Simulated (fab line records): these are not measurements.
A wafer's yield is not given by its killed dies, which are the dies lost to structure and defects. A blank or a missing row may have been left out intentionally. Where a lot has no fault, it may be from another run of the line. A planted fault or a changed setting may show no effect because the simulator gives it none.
Which of the tools did it? -- flow gf180mcu -- 39 wafers from 13 lots sampled at 4 of the route's 602 steps

## WHAT EACH GAUGE READ, for each wafer
GF_STI_THK_MEAS_04. Usual: STI_CVD_03_THK gives 207.8 nm (standard deviation 2.1).
lot,measured,on,STI_CVD_03_THK (nm),flag
L565,day 1 14:59,film_metro-03,209.8 208.1 209.3,
L566,day 1 18:35,film_metro-04,210.8 209.8 210.7,
L567,day 1 23:34,film_metro-01,210.9 210.0 210.3,
L568,day 2 04:34,film_metro-03,207.6 208.2 208.5,
L570,day 2 14:34,film_metro-04,204.7 206.0 204.3,
L571,day 2 19:35,film_metro-03,206.2 206.1 205.3,
L573,day 3 05:46,film_metro-03,206.3 203.5 203.8,
L575,day 3 16:07,film_metro-03,210.1 209.6 208.2,
L577,day 4 01:34,film_metro-01,208.4 209.5 208.0,
L578,day 4 07:13,film_metro-03,209.1 208.4 209.3,
L586,day 5 23:56,film_metro-04,363.5 362.8 362.5 363.3 362.8 362.3,OFF
L587,day 6 04:01,film_metro-03,360.4 361.6 361.4 360.4 361.3 361.3,OFF
L588,day 6 09:11,film_metro-03,209.2 208.8 207.7,

GF_NSD_TW_MEAS_12. Usual: NSD_TW gives 4250 (standard deviation 53).
lot,measured,on,NSD_TW,flag
L565,day 13 13:40,film_metro-02,4197 4189 4185,
L566,day 14 01:37,film_metro-03,4343 4314 4329,
L567,day 14 14:13,film_metro-03,4316 4328 4342,
L568,day 15 01:26,film_metro-04,4217 4233 4227,
L570,day 15 06:58,film_metro-03,4290 4303 4289,
L571,day 15 16:35,film_metro-02,4183 4208 4204,
L573,day 16 02:28,film_metro-02,4210 4178 4211,
L575,day 16 19:14,film_metro-04,4247 4229 4230,
L577,day 17 18:25,film_metro-04,4239 4230 4243,
L578,day 17 19:34,film_metro-02,4202 4191 4223,
L588,day 20 17:55,film_metro-03,4302 4321 4319,

GF_V1_THK_MEAS_01. Usual: V1_CVD_00_THK gives 601 nm (standard deviation 8.2).
lot,measured,on,V1_CVD_00_THK (nm),flag
L565,day 17 09:35,film_metro-04,594 614 602,
L566,day 17 23:53,film_metro-03,598 600 593,
L567,day 18 11:28,film_metro-03,622 610 606,
L568,day 19 00:05,film_metro-01,598 603 598,
L570,day 19 05:59,film_metro-03,605 595 604,
L571,day 19 18:04,film_metro-03,608 613 610,
L573,day 20 04:51,film_metro-04,608 592 604,
L575,day 20 23:56,film_metro-01,589 593 593,
L577,day 21 21:46,film_metro-03,598 596 603,
L578,day 22 00:08,film_metro-03,602 596 604,
L588,day 24 17:03,film_metro-01,599 599 604,

## WHICH TOOL RAN EACH LOT (tool, then ch and the chambers of the sampled wafers, then the start)
lot,GF_STI_CVD_03
L565,"lpcvd-01 ch 1, day 1 12:58"
L566,"lpcvd-02 ch 1, day 1 16:35"
L567,"lpcvd-02 ch 1, day 1 21:34"
L568,"lpcvd-01 ch 0, day 2 02:34"
L570,"lpcvd-01 ch 1, day 2 12:34"
L571,"lpcvd-01 ch 0, day 2 17:35"
L573,"lpcvd-01 ch 0, day 3 03:47"
L575,"lpcvd-02 ch 0, day 3 14:08"
L577,"lpcvd-01 ch 0, day 3 23:34"
L578,"lpcvd-02 ch 1, day 4 05:11"
L586,"lpcvd-01 ch 1, day 5 21:56"
L587,"lpcvd-01 ch 0, day 6 02:01"
L588,"lpcvd-02 ch 0, day 6 07:10"
- GF_STI_CVD_03: deposits Si3N4 from DCS/NH3, target thk 207.16 nm, time 3551 s.

## WHAT THE TOOLS THEMSELVES READ (means of the sampled wafers that have a number; where no wafer has one, the mark that the record gives instead)
GF_STI_CVD_03. Usual: spike_tc_bottom_C 787.8 C, standard deviation 1.4; spike_tc_centre_C 770.3 C, standard deviation 1; spike_tc_lower_C 770.7 C, standard deviation 1.2; spike_tc_top_C 784.8 C, standard deviation 1.3; spike_tc_upper_C 769.5 C, standard deviation 1.4; susceptor_temp_C 769.9 C, standard deviation 0.31; zone_power_bottom_pct 20.6 %, standard deviation 2.8; zone_power_top_pct 25.0 %, standard deviation 0.63.
lot,tool,spike_tc_bottom_C (C),spike_tc_centre_C (C),spike_tc_lower_C (C),spike_tc_top_C (C),spike_tc_upper_C (C),susceptor_temp_C (C),zone_power_bottom_pct (%),zone_power_top_pct (%),flag
L565,lpcvd-01,789.4,771.5,770.9,785.6,770.4,770.2,23.5,26.6,
L566,lpcvd-02,787.6,769.4,769.0,787.1,768.9,770.1,16.0,25.4,
L567,lpcvd-02,788.5,770.8,769.2,785.7,768.1,769.8,15.8,25.0,
L568,lpcvd-01,786.9,769.9,771.6,785.3,768.6,769.8,22.6,24.8,
L570,lpcvd-01,787.9,770.1,771.3,785.3,771.2,770.1,23.5,26.4,
L571,lpcvd-01,787.4,769.4,770.6,785.1,769.7,770.0,22.3,24.9,
L573,lpcvd-01,787.1,769.8,770.7,784.7,769.1,769.9,22.4,24.8,
L575,lpcvd-02,788.5,770.8,771.4,783.6,769.3,770.0,19.9,24.6,
L577,lpcvd-01,786.3,769.3,770.9,783.9,769.0,769.7,22.6,24.6,
L578,lpcvd-02,787.9,770.6,770.1,786.0,770.0,770.1,15.7,25.1,
L586,lpcvd-01,821.7,804.2,804.1,817.9,805.3,803.3,25.6,28.2,OFF
L587,lpcvd-01,820.1,804.1,804.1,817.5,802.7,803.4,24.4,26.3,OFF
L588,lpcvd-02,789.0,770.4,770.5,783.0,770.5,769.7,19.9,24.7,

## THE ANSWER, worked out from the rows above alone
Rule: lot off if the mean of its wafers having a number is beyond 3 standard deviations from the usual mean. A lot without any number at a reading at which 4 lots or more have one is off too. The other lots that the step has rows for count as sound. The gauges are gone through in route order, then the tools' own readings, and for those a lot's mean is taken as printed above. At the first step where some lot is off, the reading lying furthest off is the one used; lots without a number count as furthest.
Off: at GF_STI_THK_MEAS_04 (STI_CVD_03_THK), L586, L587.
A tool fits if, at a process step before that reading, it ran every lot that is off, and no sound lot after the first of them. The gauges at GF_STI_THK_MEAS_04 aren't tried: what is off there is off at GF_STI_CVD_03 too, on other tools, and a gauge's error can't cause that. One fits: GF_STI_CVD_03 on lpcvd-01. A fault onset in the window from L577 (day 3 23:34, its last sound lot) to L586 (day 5 21:56, its first lot off) fits.
The tool's own readings at GF_STI_CVD_03 bear it out: on the lots that are off they differ by more than 5 times the standard deviation of the sound lots' means. spike_tc_bottom_C reads 820.9 C there against 787.9 C on the sound lots; spike_tc_centre_C reads 804.2 C there against 770.2 C on the sound lots; spike_tc_lower_C reads 804.1 C there against 770.6 C on the sound lots; spike_tc_top_C reads 817.7 C there against 785.0 C on the sound lots; spike_tc_upper_C reads 804.0 C there against 769.5 C on the sound lots; susceptor_temp_C reads 803.3 C there against 769.9 C on the sound lots.

## WHAT HAD BEEN PUT IN BY THE SIMULATOR
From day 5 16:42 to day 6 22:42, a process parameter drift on lpcvd-01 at GF_STI_CVD_03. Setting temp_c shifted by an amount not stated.
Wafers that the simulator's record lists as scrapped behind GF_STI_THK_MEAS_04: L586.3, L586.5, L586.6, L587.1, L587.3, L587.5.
Lots struck among those shown: L586, L587. The rule above reached the same finding.
